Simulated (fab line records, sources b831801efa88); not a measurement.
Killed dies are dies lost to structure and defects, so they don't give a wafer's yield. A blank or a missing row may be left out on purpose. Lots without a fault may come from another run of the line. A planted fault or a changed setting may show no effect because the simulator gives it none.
Which tool did it? | flow gf180mcu | 11 lots, 33 wafers sampled, at 5 steps of a route of 602

WHAT THE GAUGES READ, wafer by wafer
GF_V3_RS_MEAS_24: measures by four-point-probe. Usual: V3_W_RS 0.331 ohm/sq, standard deviation 0.0044.
lot  | measured     | on            | V3_W_RS (ohm/sq)  | flag
L799 | day 22 14:59 | film_metro-02 | 0.322 0.330 0.324 |
L800 | day 22 21:53 | film_metro-03 | 0.326 0.325 0.328 |
L801 | day 23 03:10 | film_metro-02 | 0.329 0.328 0.332 |
L802 | day 23 11:01 | film_metro-03 | 0.336 0.333 0.334 |
L803 | day 23 22:29 | film_metro-01 | 0.330 0.334 0.335 |
L804 | day 24 04:29 | film_metro-03 | 0.328 0.329 0.328 |
L812 | day 27 00:20 | film_metro-01 | 0.335 0.334 0.332 |
L813 | day 27 08:49 | film_metro-02 | 0.337 0.340 0.336 |
L814 | day 27 15:27 | film_metro-02 | 0.336 0.334 0.329 |
L816 | day 28 05:09 | film_metro-01 | 0.331 0.332 0.332 |
L818 | day 28 15:56 | film_metro-02 | 0.326 0.329 0.330 |

GF_M4_OVL_MEAS_15. Usual: M4_OVL 0 nm, standard deviation 6.2.
lot  | measured     | on         | M4_OVL (nm) | flag
L799 | day 23 14:23 | overlay-02 | -3 7 7      |
L800 | day 23 20:14 | overlay-02 | -7 12 7     |
L801 | day 24 02:21 | overlay-02 | -8 -9 -5    |
L802 | day 24 09:55 | overlay-02 | -3 0 -3     |
L803 | day 24 21:16 | overlay-02 | 7 9 3       |
L804 | day 25 03:46 | overlay-01 | -2 1 3      |
L812 | day 27 21:36 | overlay-01 | 5 7 7       |
L813 | day 28 05:24 | overlay-01 | -3 9 8      |
L814 | day 28 11:23 | overlay-01 | -10 -7 -6   |
L816 | day 29 00:53 | overlay-02 | 1 -1 -4     |
L818 | day 29 11:16 | overlay-01 | -1 -13 -3   |

GF_V4_RS_MEAS_24: measures by four-point-probe. Usual: V4_W_RS 0.329 ohm/sq, standard deviation 0.0041.
lot  | measured     | on            | V4_W_RS (ohm/sq)  | flag
L799 | day 24 15:26 | film_metro-02 | 0.330 0.332 0.330 |
L800 | day 24 21:45 | film_metro-02 | 0.329 0.329 0.330 |
L801 | day 25 02:47 | film_metro-03 | 0.327 0.326 0.326 |
L802 | day 25 09:47 | film_metro-04 | 0.331 0.333 0.329 |
L803 | day 25 21:12 | film_metro-03 | 0.328 0.318 0.330 |
L804 | day 26 04:01 | film_metro-02 | 0.327 0.332 0.324 |
L812 | day 28 19:29 | film_metro-02 | 0.383 0.322 0.390 | OFF
L813 | day 29 02:51 | film_metro-04 | 0.389 0.326 0.325 | OFF
L814 | day 29 09:24 | film_metro-03 | 0.333 0.333 0.333 |
L816 | day 29 22:01 | film_metro-02 | 0.329 0.332 0.329 |
L818 | day 30 08:26 | film_metro-03 | 0.334 0.335 0.333 |

GF_V4_THK_MEAS_25: measures by xrf. Usual: V4_W_THK 341 nm, standard deviation 5.
lot  | measured     | on            | V4_W_THK (nm) | flag
L799 | day 24 15:33 | film_metro-02 | 335 335 337   |
L800 | day 24 21:52 | film_metro-02 | 337 337 334   |
L801 | day 25 02:54 | film_metro-03 | 344 346 347   |
L802 | day 25 09:53 | film_metro-04 | 341 340 344   |
L803 | day 25 21:19 | film_metro-03 | 344 356 341   |
L804 | day 26 04:08 | film_metro-02 | 336 330 340   |
L812 | day 28 19:36 | film_metro-02 | 297 352 292   | OFF
L813 | day 29 02:58 | film_metro-04 | 290 346 344   |
L814 | day 29 09:31 | film_metro-03 | 339 338 338   |
L816 | day 29 22:08 | film_metro-02 | 342 338 341   |
L818 | day 30 08:33 | film_metro-03 | 337 335 336   |

WHICH TOOL RAN EACH LOT (tool, then ch and the chambers of the sampled wafers, then the start)
lot  | GF_V4_CVD_23
L799 | cvd_w-02 ch 0,1, day 24 15:19
L800 | cvd_w-02 ch 0, day 24 21:31
L801 | cvd_w-01 ch 0, day 25 02:35
L802 | cvd_w-02 ch 0,1, day 25 09:40
L803 | cvd_w-01 ch 0,1, day 25 21:05
L804 | cvd_w-01 ch 0,1, day 26 03:53
L812 | cvd_w-01 ch 0,1, day 28 19:22
L813 | cvd_w-01 ch 1, day 29 02:43
L814 | cvd_w-02 ch 1, day 29 09:17
L816 | cvd_w-02 ch 0,1, day 29 21:54
L818 | cvd_w-02 ch 1, day 30 08:19
- GF_V4_CVD_23: deposits W, target thk 350 nm, time 104.9 s.

WHAT THE TOOLS THEMSELVES READ (means of the sampled wafers that have a number; where no wafer has one, the mark that the record gives instead)
GF_V4_CVD_23. Usual: heater_power_w 914 W, standard deviation 100.
lot  | tool     | heater_power_w (W) | flag
L799 | cvd_w-02 | 838                |
L800 | cvd_w-02 | 785                |
L801 | cvd_w-01 | 1017               |
L802 | cvd_w-02 | 837                |
L803 | cvd_w-01 | 964                |
L804 | cvd_w-01 | 892                |
L812 | cvd_w-01 | 894                |
L813 | cvd_w-01 | 832                |
L814 | cvd_w-02 | 948                |
L816 | cvd_w-02 | 830                |
L818 | cvd_w-02 | 946                |

THE ANSWER, worked out from the rows above alone
Rule: a lot is off if the mean of its wafers that have a number lies more than 3 standard deviations from the usual mean. A lot without any number at a reading at which 4 lots or more have one is off too. The other lots that the step has rows for count as sound. The gauges are gone through in route order, then the tools' own readings, and for those a lot's mean is taken as printed above. The first step at which some lot is off is used, and at that step the reading that is off furthest; a lot without a number counts as furthest.
Off: L812, L813, at GF_V4_RS_MEAS_24 (V4_W_RS).
A tool fits if, at a process step before that reading, it ran every lot that is off, and no sound lot after the first of them. The gauges at GF_V4_RS_MEAS_24 are tried like those tools. One fits: cvd_w-01 at GF_V4_CVD_23. Its last sound lot is L804 (day 26 03:53), its first lot that is off L812 (day 28 19:22): a fault that began between those two fits.

WHAT THE SIMULATOR HAD PUT IN
Process parameter drift: cvd_w-01, from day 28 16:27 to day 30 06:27, at GF_V4_CVD_23. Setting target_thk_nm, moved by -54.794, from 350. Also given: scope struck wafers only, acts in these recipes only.
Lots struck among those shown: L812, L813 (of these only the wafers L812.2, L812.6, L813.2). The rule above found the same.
